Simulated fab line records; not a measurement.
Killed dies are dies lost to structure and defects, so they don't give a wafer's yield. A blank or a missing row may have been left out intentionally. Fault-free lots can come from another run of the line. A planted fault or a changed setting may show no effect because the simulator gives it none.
Comparing a struck lot with a sound one || flow sky130 || 14 out of 708 route steps
Sound: these wafers, L416.1, L416.4, L416.5. The struck wafers were L423.4, L423.5, L423.6. Last of all comes the cause.
At each step with rows: each side's tool, then ch and its chambers, then its first start. Under that, the readings that differ: sound wafers || struck wafers || difference of the means || sigmas: that difference in standard deviations of wafers without a fault.
alike: same words and numbers on both sides, and readings whose means sit less than 2 such deviations apart. not compared: any withheld reading, any reading some wafer has no value for, any bound like >300 that may hide the same value, and any number with overlapping values for which the record gives no deviation.
A row with sigmas, a row that says differs or no value, or rows on one side alone: a step with any of these is where the two part. Numbers that don't overlap but have no deviation are shown without sigmas and don't part them. Lack of a reading on every wafer of one side parts them only where that side has two or more wafers.

first, 7 steps without rows for these wafers: SKY_NWELL_DEHYDRATE_16 (time 60 s); SKY_NWELL_HMDS_17 (prime time 57.11 s); SKY_NWELL_COAT_18 (resist thk 3000 nm); SKY_NWELL_SOFTBAKE_19; SKY_NWELL_EXPOSE_20 (exposes mask NWM COMPLEMENT, target cd 840 nm); SKY_NWELL_PEB_21; SKY_NWELL_DEVELOP_22 (develop time 60 s).
SKY_NWELL_OVL_MEAS_23:
  sound on overlay-01 at day 5 13:39; struck on overlay-01 at day 7 03:46
  alike: NWELL_01_OVL
after that, 1 step had no rows for these wafers: SKY_NWELL_IMPLANT_24.
SKY_NWELL_STRIP_25: strips in O2/N2.
  sound on plasma_asher-04 ch 0,1, day 5 13:50; struck on plasma_asher-02 ch 0,1, day 7 03:58
{"reading": "drypump_motor_current_A (A)", "sound": "6.1 6.1 5.8", "struck": "5.2 5.2 5.4", "difference": -0.7, "sigmas": -2}
  alike: oes_product_au, strip_time_to_endpoint_s
  not compared: rf_hours_counter_h
SKY_NWELL_TW_MEAS_26:
  sound on film_metro-01 at day 5 13:56; struck on film_metro-03 at day 7 04:04
  alike: NWELL_2_TW
then, 1 step without rows for these wafers: SKY_NWELL_CLEAN_27 (cleans in SC1/SC2, time 150 s).
SKY_NWELL_RTA_28: time 30 s.
  sound on rtp_anneal-02 ch 0, day 5 14:03; struck on rtp_anneal-01, day 7 04:15
  no value came back on the struck wafers for any of 6 readings (anneal_temp_c_max, chamber_o2_ppm and others); on the sound wafers anneal_temp_c_max reads 1055.2 1054.9 1054.3
SKY_NWELL_RS_MEAS_29: uses a four-point probe to measure.
  sound on film_metro-03 at day 5 14:09; struck on film_metro-01 at day 7 04:25
{"reading": "NWELL_RS (ohm/sq)", "sound": "628.4 625.7 628.5", "struck": "133.3 133.0 133.0", "difference": -494.4, "sigmas": "-99 or more"}

## WHERE THEY PART
At SKY_NWELL_STRIP_25 first; at SKY_NWELL_RS_MEAS_29 last (within this record only).

WHY: the cause the simulator had injected
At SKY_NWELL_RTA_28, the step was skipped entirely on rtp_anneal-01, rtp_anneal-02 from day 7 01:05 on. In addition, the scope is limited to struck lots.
